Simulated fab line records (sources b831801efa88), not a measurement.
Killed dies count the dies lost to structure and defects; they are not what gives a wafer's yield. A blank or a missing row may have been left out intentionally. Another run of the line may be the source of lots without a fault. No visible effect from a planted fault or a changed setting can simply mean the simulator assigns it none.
One fault through the eyes of 2 desks	flow gf180mcu	what lay behind the numbers comes last; until then each desk has only its own

THE METROLOGY DESK
What the gauges read, lot by lot, whatever tool the lot ran on: means of the sampled wafers that have a number. Any lot whose mean is over 4 standard deviations away from the usual mean is out of limits and marked OUT; that distance is given in the brackets.
Columns: A = HV_LDD_03_OVL at GF_HV_LDD_OVL_MEAS_47, usual -0.5 nm; B = NSD_RS at GF_PSD_RS_MEAS_14, usual 46.17 ohm/sq; C = PSD_RS at GF_PSD_RS_MEAS_15, usual 108.65 ohm/sq
lot	first seen here	A	B	C
L605	day 12 04:52	-0.0	46.10	108.56
L609	day 13 15:02	-2.3	46.18	108.40
L610	day 13 19:58	-2.0	46.13	108.50
L613	day 15 01:12	-3.1	46.26	108.50
L614	day 15 08:22	0.8	43.88 (-26) OUT	108.79
L617	day 16 15:14	-2.8	43.84 (-27) OUT	108.64
L618	day 17 00:52	0.5	46.25	108.56
L624	day 18 18:33	-1.3	46.05	108.54
L625	day 19 02:42	-0.4	46.13	108.21
L626	day 19 14:02	-4.4	46.20	108.91
L628	day 20 04:37	0.8	46.12	108.64
This desk finds L614, L617 out of limits, with the earliest case on L614 at day 17 07:39 (NSD_RS at GF_PSD_RS_MEAS_14). L605, L609, L610, L613, L618, L624, L625, L626, L628: within limits.

THE TOOL OWNER'S DESK: implanter-04
The tool's own readings at GF_NSD_IMPLANT_10: means of the sampled wafers that have a number, for each lot that ran on this tool. Any lot whose mean is over 4 standard deviations away from the usual mean is out of limits and marked OUT; that distance is given in the brackets.
Columns: A = doseIonsCm2 at GF_NSD_IMPLANT_10, usual 5.001e+14; B = faradayCurrentUA at GF_NSD_IMPLANT_10, usual 2785
lot	first seen here	A	B
L605	day 13 03:51	5.003e+14	2753
L610	day 14 19:42	5.005e+14	2794
L614	day 16 08:31	7.070e+14 (+99 or more) OUT	3923 (+21) OUT
L617	day 17 17:54	7.075e+14 (+99 or more) OUT	3843 (+19) OUT
L626	day 20 17:12	5.004e+14	2823
L628	day 21 08:48	4.995e+14	2798
This desk finds L614, L617 out of limits, L614 being first, at day 16 08:31 (doseIonsCm2 at GF_NSD_IMPLANT_10). L605, L610, L626, L628: within limits.

BROUGHT TOGETHER
The tool owner's desk could have raised an alarm at day 16 08:31, on L614, L617.
L614, L617 would have let the metrology desk raise an alarm at day 17 07:39.
The lots listed all ran GF_NSD_IMPLANT_10 on implanter-04.

WHAT THE SIMULATOR HAD INSERTED
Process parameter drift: implanter-04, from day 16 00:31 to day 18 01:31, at GF_NSD_IMPLANT_10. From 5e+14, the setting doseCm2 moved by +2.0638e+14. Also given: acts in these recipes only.
Lots struck among those shown: L614, L617.
Counting hours from when the fault started, the first reading out of limits came at 8 for the tool owner's desk and at 31 for the metrology desk.
